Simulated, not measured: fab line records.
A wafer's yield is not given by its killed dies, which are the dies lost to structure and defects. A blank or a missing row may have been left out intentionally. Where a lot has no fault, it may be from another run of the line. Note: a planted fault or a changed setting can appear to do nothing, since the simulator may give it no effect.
The tool behind it: which one? | flow gf180mcu | 36 wafers from 12 lots sampled at 5 of the route's 602 steps

== WHAT EACH GAUGE READ, for each wafer ==
GF_STI_THK_MEAS_30. Usual: for STI_OXIDATION_02_THK the level is 9.91 nm and the standard deviation is 0.19.
lot  | measured    | on            | STI_OXIDATION_02_THK (nm) | flag
L823 | day 2 07:24 | film-metro-03 | 9.62 9.72 9.62            |
L824 | day 2 12:28 | film-metro-04 | 10.00 9.83 9.94           |
L826 | day 2 21:56 | film-metro-02 | 9.76 9.75 9.72            |
L828 | day 3 10:06 | film-metro-02 | 10.09 10.09 9.98          |
L829 | day 3 15:05 | film-metro-04 | 9.93 9.94 10.02           |
L830 | day 3 19:19 | film-metro-04 | 9.83 9.83 9.77            |
L835 | day 4 20:17 | film-metro-04 | 15.31 15.44 15.22         | OFF
L836 | day 5 00:37 | film-metro-04 | 15.50 15.36 15.57         | OFF
L840 | day 5 22:52 | film-metro-04 | 15.71 15.68 15.67         | OFF
L842 | day 6 11:51 | film-metro-03 | 9.87 10.02 9.79           |
L845 | day 6 22:56 | film-metro-03 | 10.11 10.00 9.91          |
L846 | day 7 03:55 | film-metro-02 | 10.25 10.19 10.37         |

GF_MVPSD_TW_MEAS_11. Usual: for MVPSD_TW the level is 557.7 and the standard deviation is 2.7.
lot  | measured     | on            | MVPSD_TW          | flag
L823 | day 5 02:02  | film-metro-03 | 555.4 555.9 557.2 |
L824 | day 5 07:03  | film-metro-01 | 559.9 555.3 556.5 |
L826 | day 5 19:38  | film-metro-01 | 556.9 557.0 559.5 |
L828 | day 6 06:40  | film-metro-03 | 557.5 555.4 556.6 |
L829 | day 6 13:31  | film-metro-02 | 562.2 561.1 560.8 |
L830 | day 6 19:53  | film-metro-03 | 557.6 554.9 555.1 |
L835 | day 7 22:27  | film-metro-02 | 560.1 556.6 559.8 |
L836 | day 8 04:10  | film-metro-01 | 560.6 559.9 559.2 |
L840 | day 9 07:25  | film-metro-01 | 560.5 556.8 559.7 |
L842 | day 9 23:35  | film-metro-01 | 555.8 556.9 559.7 |
L845 | day 10 11:52 | film-metro-02 | 555.4 554.9 558.3 |
L846 | day 10 17:18 | film-metro-02 | 560.1 557.5 559.1 |

== TOOL THAT RAN EACH LOT (tool first, then ch and the chambers of the sampled wafers, then the start) ==
lot  | GF_STI_OXIDATION_29          | GF_MVSD_STRIP_10                    | GF_MVPSD_STRIP_10
L823 | furnace-02 ch 0, day 2 06:00 | plasma-asher-01 ch 0,1, day 4 12:13 | plasma-asher-03 ch 0,1, day 5 01:56
L824 | furnace-02 ch 0, day 2 11:04 | plasma-asher-01 ch 0,1, day 4 16:28 | plasma-asher-04 ch 0,1, day 5 06:57
L826 | furnace-01 ch 0, day 2 20:31 | plasma-asher-01 ch 0,1, day 5 04:56 | plasma-asher-03 ch 0,1, day 5 19:32
L828 | furnace-01 ch 0, day 3 08:42 | plasma-asher-04 ch 0,1, day 5 16:01 | plasma-asher-02 ch 0,1, day 6 06:33
L829 | furnace-02 ch 0, day 3 13:40 | plasma-asher-04 ch 0,1, day 5 22:02 | plasma-asher-02 ch 0,1, day 6 13:26
L830 | furnace-02 ch 0, day 3 17:54 | plasma-asher-04 ch 0,1, day 6 04:35 | plasma-asher-04 ch 0,1, day 6 19:47
L835 | furnace-02 ch 0, day 4 18:54 | plasma-asher-04 ch 0,1, day 7 06:25 | plasma-asher-04 ch 0,1, day 7 22:21
L836 | furnace-02 ch 0, day 4 23:11 | plasma-asher-01 ch 0,1, day 7 11:47 | plasma-asher-03 ch 0,1, day 8 04:05
L840 | furnace-02 ch 0, day 5 21:28 | plasma-asher-03 ch 0,1, day 8 15:01 | plasma-asher-04 ch 0,1, day 9 07:18
L842 | furnace-01 ch 0, day 6 10:26 | plasma-asher-01 ch 0,1, day 9 05:30 | plasma-asher-03 ch 0,1, day 9 23:29
L845 | furnace-01 ch 0, day 6 21:32 | plasma-asher-01 ch 0,1, day 9 18:15 | plasma-asher-02 ch 0,1, day 10 11:46
L846 | furnace-01 ch 0, day 7 02:31 | plasma-asher-04 ch 0,1, day 9 23:19 | plasma-asher-03 ch 0,1, day 10 17:12
- GF_STI_OXIDATION_29: stabilise 600 s, purge 300 s, target thk 10 nm.
- GF_MVSD_STRIP_10: strips in O2/N2.
- GF_MVPSD_STRIP_10: strips in O2/N2.

== WHAT THE TOOLS THEMSELVES READ (means of the sampled wafers that have a number; where no wafer has one, the mark that the record gives instead) ==
GF_STI_OXIDATION_29. Usual: zone-power-lower-pct 17.6 %, standard deviation 1.2.
lot  | tool       | zone-power-lower-pct (%) | flag
L823 | furnace-02 | 18.9                     |
L824 | furnace-02 | 18.8                     |
L826 | furnace-01 | 16.6                     |
L828 | furnace-01 | 16.5                     |
L829 | furnace-02 | 18.9                     |
L830 | furnace-02 | 19.1                     |
L835 | furnace-02 | 18.9                     |
L836 | furnace-02 | 18.9                     |
L840 | furnace-02 | 19.0                     |
L842 | furnace-01 | 16.5                     |
L845 | furnace-01 | 16.6                     |
L846 | furnace-01 | 16.4                     |

GF_MVSD_STRIP_10. Usual: chamber-pressure-mTorr 1499.6 mTorr, standard deviation 2.2; drypump-motor-current-A 5.5 A, standard deviation 0.33; heater-power-w 323 W, standard deviation 18; oes-product-au 0.722 a.u., standard deviation 0.0049; strip-time-to-endpoint-s 36.94 s, standard deviation 0.1.
lot  | tool            | chamber-pressure-mTorr (mTorr) | drypump-motor-current-A (A) | heater-power-w (W) | oes-product-au (a.u.) | strip-time-to-endpoint-s (s) | flag
L823 | plasma-asher-01 | 1500.4                         | 5.8                         | 318                | 0.722                 | 36.82                        |
L824 | plasma-asher-01 | 1500.1                         | 5.8                         | 310                | 0.719                 | 37.08                        |
L826 | plasma-asher-01 | 1501.6                         | 5.5                         | 316                | 0.722                 | 36.84                        |
L828 | plasma-asher-04 | 1499.3                         | 5.4                         | 302                | 0.720                 | 36.91                        |
L829 | plasma-asher-04 | 1501.2                         | 5.4                         | 299                | 0.724                 | 36.91                        |
L830 | plasma-asher-04 | 1499.3                         | 5.4                         | 305                | 0.722                 | 36.96                        |
L835 | plasma-asher-04 | 1498.7                         | 5.4                         | 296                | 0.724                 | 37.03                        |
L836 | plasma-asher-01 | 1500.6                         | 5.8                         | 312                | 0.722                 | 37.01                        |
L840 | plasma-asher-03 | 1498.8                         | 5.5                         | 342                | 0.725                 | 37.02                        |
L842 | plasma-asher-01 | 1499.5                         | 5.8                         | 318                | 0.722                 | 36.93                        |
L845 | plasma-asher-01 | 1498.4                         | 5.8                         | 313                | 0.725                 | 36.82                        |
L846 | plasma-asher-04 | 1500.2                         | 5.4                         | 302                | 0.723                 | 36.91                        |

GF_MVPSD_STRIP_10. Usual: chamber-pressure-mTorr 1499.8 mTorr, standard deviation 1.6; drypump-motor-current-A 5.37 A, standard deviation 0.24; heater-power-w 321 W, standard deviation 27; oes-product-au 0.722 a.u., standard deviation 0.0044; strip-time-to-endpoint-s 36.96 s, standard deviation 0.094.
lot  | tool            | chamber-pressure-mTorr (mTorr) | drypump-motor-current-A (A) | heater-power-w (W) | oes-product-au (a.u.) | strip-time-to-endpoint-s (s) | flag
L823 | plasma-asher-03 | 1500.9                         | 5.31                        | 348                | 0.720                 | 36.89                        |
L824 | plasma-asher-04 | 1500.0                         | 5.49                        | 311                | 0.721                 | 36.88                        |
L826 | plasma-asher-03 | 1498.8                         | 5.32                        | 345                | 0.724                 | 37.08                        |
L828 | plasma-asher-02 | 1501.1                         | 5.10                        | 335                | 0.725                 | 36.87                        |
L829 | plasma-asher-02 | 1497.5                         | 5.26                        | 311                | 0.720                 | 36.90                        |
L830 | plasma-asher-04 | 1499.1                         | 5.48                        | 302                | 0.725                 | 36.96                        |
L835 | plasma-asher-04 | 1500.3                         | 5.42                        | 299                | 0.722                 | 37.05                        |
L836 | plasma-asher-03 | 1499.8                         | 5.31                        | 343                | 0.719                 | 36.90                        |
L840 | plasma-asher-04 | 1500.2                         | 5.47                        | 311                | 0.723                 | 36.88                        |
L842 | plasma-asher-03 | 1500.3                         | 5.32                        | 347                | 0.721                 | 36.89                        |
L845 | plasma-asher-02 | 1500.4                         | 5.28                        | 306                | 0.724                 | 37.05                        |
L846 | plasma-asher-03 | 1498.2                         | 5.52                        | 332                | 0.723                 | 36.90                        |

== THE ANSWER, worked out from the rows above alone ==
Rule: lot off if the mean of its wafers having a number is beyond 3 standard deviations from the usual mean. Also off: a lot with no number at a reading for which 4 or more lots have one. Where the step has rows for the other lots, those lots are counted as sound. The gauges are gone through in route order, then the tools' own readings, and for those a lot's mean is taken as printed above. The first step at which some lot is off is used, and at that step the reading that is off furthest; a lot without a number counts as furthest.
Off: L835, L836, L840, seen at GF_STI_THK_MEAS_30 (STI_OXIDATION_02_THK).
A tool fits if, at a process step before that reading, it ran every lot that is off, and no sound lot after the first of them. Gauges at GF_STI_THK_MEAS_30: tried the same way as those tools. This does not decide it: 2 tools fit, namely furnace-02 at GF_STI_OXIDATION_29 and film-metro-04 at GF_STI_THK_MEAS_30.

== WHAT THE SIMULATOR HAD PUT IN ==
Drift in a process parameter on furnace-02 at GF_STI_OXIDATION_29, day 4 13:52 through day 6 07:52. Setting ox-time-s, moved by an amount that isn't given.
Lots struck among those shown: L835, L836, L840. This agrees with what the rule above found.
